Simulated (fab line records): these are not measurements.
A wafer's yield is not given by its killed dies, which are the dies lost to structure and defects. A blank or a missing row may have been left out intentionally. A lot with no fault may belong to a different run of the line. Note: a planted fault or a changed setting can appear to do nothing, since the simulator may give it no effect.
What tool caused it? || flow gf180mcu || 42 wafers from 14 lots sampled at 4 of the route's 602 steps

WHAT EACH GAUGE READ, for each wafer
GF_PSD_CD_MEAS_07: target cd 400 nm.
{"lot": "L614", "measured": "day 15 02:49", "on": "cd sem-02", "cd nm (nm)": "398.5 400.4 398.2"}
{"lot": "L615", "measured": "day 15 07:36", "on": "cd sem-01", "cd nm (nm)": "403.9 400.6 401.0"}
{"lot": "L617", "measured": "day 16 12:23", "on": "cd sem-01", "cd nm (nm)": "402.6 401.3 403.7"}
{"lot": "L616", "measured": "day 16 12:52", "on": "cd sem-01", "cd nm (nm)": "401.5 399.7 399.9"}
{"lot": "L619", "measured": "day 16 21:55", "on": "cd sem-01", "cd nm (nm)": "397.1 396.8 397.7"}
{"lot": "L620", "measured": "day 17 15:55", "on": "cd sem-02", "cd nm (nm)": "403.2 401.3 402.6"}
{"lot": "L621", "measured": "day 18 00:17", "on": "cd sem-01", "cd nm (nm)": "396.4 398.1 399.0"}
{"lot": "L623", "measured": "day 18 06:56", "on": "cd sem-02", "cd nm (nm)": "397.8 396.7 393.9"}
{"lot": "L624", "measured": "day 18 08:34", "on": "cd sem-02", "cd nm (nm)": "398.3 400.3 400.2"}
{"lot": "L625", "measured": "day 19 05:34", "on": "cd sem-02", "cd nm (nm)": "396.5 397.4 397.8"}
{"lot": "L626", "measured": "day 19 23:47", "on": "cd sem-01", "cd nm (nm)": "403.6 404.0 403.9"}
{"lot": "L629", "measured": "day 20 21:48", "on": "cd sem-02", "cd nm (nm)": "410.1 407.9 410.6"}
{"lot": "L631", "measured": "day 21 20:35", "on": "cd sem-01", "cd nm (nm)": "402.5 401.8 400.5"}
{"lot": "L633", "measured": "day 22 00:38", "on": "cd sem-01", "cd nm (nm)": "404.2 407.9 405.9"}

GF_M1_THK_MEAS_06: measures by xrf.
{"lot": "L614", "measured": "day 17 03:11", "on": "film metro-02", "M1_ALCU_THK (nm)": "453 451 454"}
{"lot": "L615", "measured": "day 17 07:29", "on": "film metro-01", "M1_ALCU_THK (nm)": "439 445 441"}
{"lot": "L617", "measured": "day 18 14:35", "on": "film metro-02", "M1_ALCU_THK (nm)": "448 444 444"}
{"lot": "L616", "measured": "day 18 15:11", "on": "film metro-01", "M1_ALCU_THK (nm)": "444 438 444"}
{"lot": "L619", "measured": "day 19 01:01", "on": "film metro-02", "M1_ALCU_THK (nm)": "445 442 445"}
{"lot": "L620", "measured": "day 19 20:41", "on": "film metro-01", "M1_ALCU_THK (nm)": "439 438 439"}
{"lot": "L621", "measured": "day 20 04:27", "on": "film metro-01", "M1_ALCU_THK (nm)": "442 439 436"}
{"lot": "L623", "measured": "day 20 11:28", "on": "film metro-04", "M1_ALCU_THK (nm)": "439 444 444"}
{"lot": "L624", "measured": "day 20 13:32", "on": "film metro-04", "M1_ALCU_THK (nm)": "446 448 449"}
{"lot": "L625", "measured": "day 21 11:14", "on": "film metro-02", "M1_ALCU_THK (nm)": "435 439 437"}
{"lot": "L626", "measured": "day 22 03:16", "on": "film metro-01", "M1_ALCU_THK (nm)": "432 432 432"}
{"lot": "L629", "measured": "day 23 00:47", "on": "film metro-02", "M1_ALCU_THK (nm)": "443 445 452"}
{"lot": "L631", "measured": "day 23 22:47", "on": "film metro-04", "M1_ALCU_THK (nm)": "449 442 437"}
{"lot": "L633", "measured": "day 24 02:18", "on": "film metro-02", "M1_ALCU_THK (nm)": "441 444 444"}

GF_V1_OVL_MEAS_15.
{"lot": "L614", "measured": "day 19 03:17", "on": "overlay-01", "V1_OVL (nm)": "-6 1 2"}
{"lot": "L615", "measured": "day 19 07:16", "on": "overlay-01", "V1_OVL (nm)": "-4 -1 -6"}
{"lot": "L617", "measured": "day 20 17:00", "on": "overlay-02", "V1_OVL (nm)": "-2 0 5"}
{"lot": "L616", "measured": "day 20 18:39", "on": "overlay-01", "V1_OVL (nm)": "-1 -3 -1"}
{"lot": "L619", "measured": "day 21 03:24", "on": "overlay-02", "V1_OVL (nm)": "-5 -21 -13"}
{"lot": "L620", "measured": "day 21 22:55", "on": "overlay-02", "V1_OVL (nm)": "0 -3 3"}
{"lot": "L621", "measured": "day 22 05:45", "on": "overlay-02", "V1_OVL (nm)": "-1 -7 -3"}
{"lot": "L623", "measured": "day 22 11:33", "on": "overlay-01", "V1_OVL (nm)": "-12 -8 -3"}
{"lot": "L624", "measured": "day 22 14:53", "on": "overlay-01", "V1_OVL (nm)": "-10 3 -4"}
{"lot": "L625", "measured": "day 23 10:25", "on": "overlay-01", "V1_OVL (nm)": "-2 6 4"}
{"lot": "L626", "measured": "day 24 02:32", "on": "overlay-01", "V1_OVL (nm)": "0 -4 5"}
{"lot": "L629", "measured": "day 24 21:37", "on": "overlay-01", "V1_OVL (nm)": "-3 0 4"}
{"lot": "L631", "measured": "day 25 19:06", "on": "overlay-02", "V1_OVL (nm)": "3 5 -2"}
{"lot": "L633", "measured": "day 25 23:05", "on": "overlay-01", "V1_OVL (nm)": "-1 -3 -8"}

EACH LOT AND THE TOOL THAT RAN IT (in order: tool; ch and the chambers of the sampled wafers; start)
{"lot": "L614", "GF_PSD_DEVELOP_06": "litho track-04 ch 0, day 15 02:40"}
{"lot": "L615", "GF_PSD_DEVELOP_06": "litho track-01 ch 0, day 15 07:27"}
{"lot": "L617", "GF_PSD_DEVELOP_06": "litho track-02 ch 0, day 16 12:14"}
{"lot": "L616", "GF_PSD_DEVELOP_06": "litho track-04 ch 0, day 16 12:43"}
{"lot": "L619", "GF_PSD_DEVELOP_06": "litho track-04 ch 0, day 16 21:46"}
{"lot": "L620", "GF_PSD_DEVELOP_06": "litho track-02 ch 0, day 17 15:47"}
{"lot": "L621", "GF_PSD_DEVELOP_06": "litho track-01 ch 0, day 18 00:08"}
{"lot": "L623", "GF_PSD_DEVELOP_06": "litho track-02 ch 0, day 18 06:47"}
{"lot": "L624", "GF_PSD_DEVELOP_06": "litho track-04 ch 0, day 18 08:25"}
{"lot": "L625", "GF_PSD_DEVELOP_06": "litho track-02 ch 0, day 19 05:26"}
{"lot": "L626", "GF_PSD_DEVELOP_06": "litho track-01 ch 0, day 19 23:38"}
{"lot": "L629", "GF_PSD_DEVELOP_06": "litho track-01 ch 0, day 20 21:39"}
{"lot": "L631", "GF_PSD_DEVELOP_06": "litho track-04 ch 0, day 21 20:27"}
{"lot": "L633", "GF_PSD_DEVELOP_06": "litho track-01 ch 0, day 22 00:29"}
- GF_PSD_DEVELOP_06: develop time 60 s.

WHAT THE TOOLS THEMSELVES READ (means of the sampled wafers that have a number; where no wafer has one, the mark that the record gives instead)
The record holds no such reading with a usual standard deviation.

THE ANSWER, worked out from the rows above alone
Rule: usual is defined by the lots themselves. The widest of any qualifying gaps counts: lots, ordered by their means at a reading, are off when they make up no more than a third of the lots, leave a main group of 4 or more, and stand apart from it by 3 or more times the standard deviation of that group's means. The tables above print the reading to a certain number of digits; a main group whose means all agree to those digits is not used. A lot without any number at a reading at which 4 lots or more have one is off too. Where the step has rows for the other lots, those lots are counted as sound. After the gauges, taken in route order, come the tools' own readings; for these a lot's mean is taken, as printed above. At the first step where some lot is off, the reading lying furthest off is the one used; lots without a number count as furthest.
Nothing can be told from this: no lot is off at any reading shown.

WHAT THE SIMULATOR HAD PUT IN
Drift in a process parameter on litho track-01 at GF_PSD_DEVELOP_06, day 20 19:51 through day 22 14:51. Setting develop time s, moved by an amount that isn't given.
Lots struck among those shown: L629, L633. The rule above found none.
